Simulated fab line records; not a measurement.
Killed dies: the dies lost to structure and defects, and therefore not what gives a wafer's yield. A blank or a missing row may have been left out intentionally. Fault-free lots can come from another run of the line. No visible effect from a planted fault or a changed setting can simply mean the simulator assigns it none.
Comparing a struck lot with a sound one :: flow sfq_line :: 14 steps out of a route of 325
Sound: these wafers, L506.1, L506.3, L506.6. The struck wafers were L525.4, L525.5, L525.6. At the end, the cause is stated.
At each step with rows: each side's tool, then ch and its chambers, then its first start. Under that, the readings that differ: sound wafers :: struck wafers :: difference of the means :: sigmas: that difference in standard deviations of wafers without a fault.
alike: readings with means less than 2 such deviations apart, plus words and numbers identical on both sides. not compared: withheld readings, readings lacking a value on some wafer, bounds such as >300 that could conceal the same value, and numbers that have no deviation in the record and whose values overlap.
Wherever a step has rows on one side only, a row that says differs or no value, or a row with sigmas, the two part there. When numbers do not overlap yet have no deviation, they are printed without sigmas and do not part them. Lack of a reading on every wafer of one side parts them only where that side has two or more wafers.

first, 1 step without rows for these wafers: SFQ_TRILAYER_JJ_CE_LITHO_DEVELOP_116 (time 60 s).
SFQ_JJ_OVL_MEAS_931:
  sound on overlay-01 at day 44 11:38; struck on overlay-02 at day 60 16:34
  alike: J5_OVL
SFQ_TRILAYER_JJ_CE_METRO_MEASURE_117:
  sound on cd_sem-01 at day 44 11:40; struck on cd_sem-01 at day 60 17:11
  alike: cd_nm
SFQ_TRILAYER_JJ_CE_BARC_OPEN_RIE_150: chemistry O2, target BARC, target depth 240 nm, time 80 s.
  sound on rie_metal-02 ch 0,1, day 44 12:52; struck on rie_metal-02 ch 0,1, day 60 17:49
  alike: bias_w, drypump_motor_current_A, oes_product_au, rf_fwd_power_W
  not compared: rf_hours_counter_h
SFQ_TRILAYER_JJ_CE_ETCH_RIE_118: chemistry SF6, target Nb, stops on Al2O3, time 97.7 s, target depth 170 nm.
  sound on rie_metal-02 ch 0,1, day 44 12:57; struck on rie_metal-02 ch 0,1, day 60 17:55
  alike: bias_w, drypump_motor_current_A, oes_product_au, rf_fwd_power_W
  not compared: rf_hours_counter_h
then, 1 step without rows for these wafers: SFQ_TRILAYER_JJ_ANODIZE_ANODIZE_119.
SFQ_TRILAYER_JJ_CE_STRIP_STRIP_120: strips in O2.
  sound on rie_metal-03 ch 0,1, day 44 13:34; struck on rie_metal-04 ch 0,1, day 60 18:41
  alike: drypump_motor_current_A, oes_product_au
  not compared: rf_hours_counter_h
then, 5 steps without rows for these wafers: SFQ_TRILAYER_JJ_CE_STRIP_SOLV_CLEAN_121 (cleans in NMP, time 600 s); SFQ_TRILAYER_M5_LITHO_COAT_128 (resist thk 62 nm); SFQ_TRILAYER_M5_LITHO_COAT_123 (resist thk 600 nm); SFQ_TRILAYER_M5_LITHO_SOFTBAKE_127; SFQ_TRILAYER_M5_LITHO_EXPOSE_124 (exposes mask M5, target cd 700 nm).
-- the record jumps here: 5 days lie between the struck wafers' starts before and after --
SFQ_TRILAYER_M5_LITHO_PEB_126: peb time 60 s.
  sound on litho_track-04 ch 0, day 49 22:02; struck on litho_track-04, day 65 13:46
  no value came back on the struck wafers for chill_plate_temp_C (C), exhaust_pa (Pa); on the sound wafers chill_plate_temp_C (C) reads 22.82 23.00 22.97
then, 1 step without rows for these wafers: SFQ_TRILAYER_M5_LITHO_DEVELOP_125 (time 60 s).

WHERE THEY PART
Only at SFQ_TRILAYER_M5_LITHO_PEB_126, as far as this record shows.

WHY: the cause the simulator had injected
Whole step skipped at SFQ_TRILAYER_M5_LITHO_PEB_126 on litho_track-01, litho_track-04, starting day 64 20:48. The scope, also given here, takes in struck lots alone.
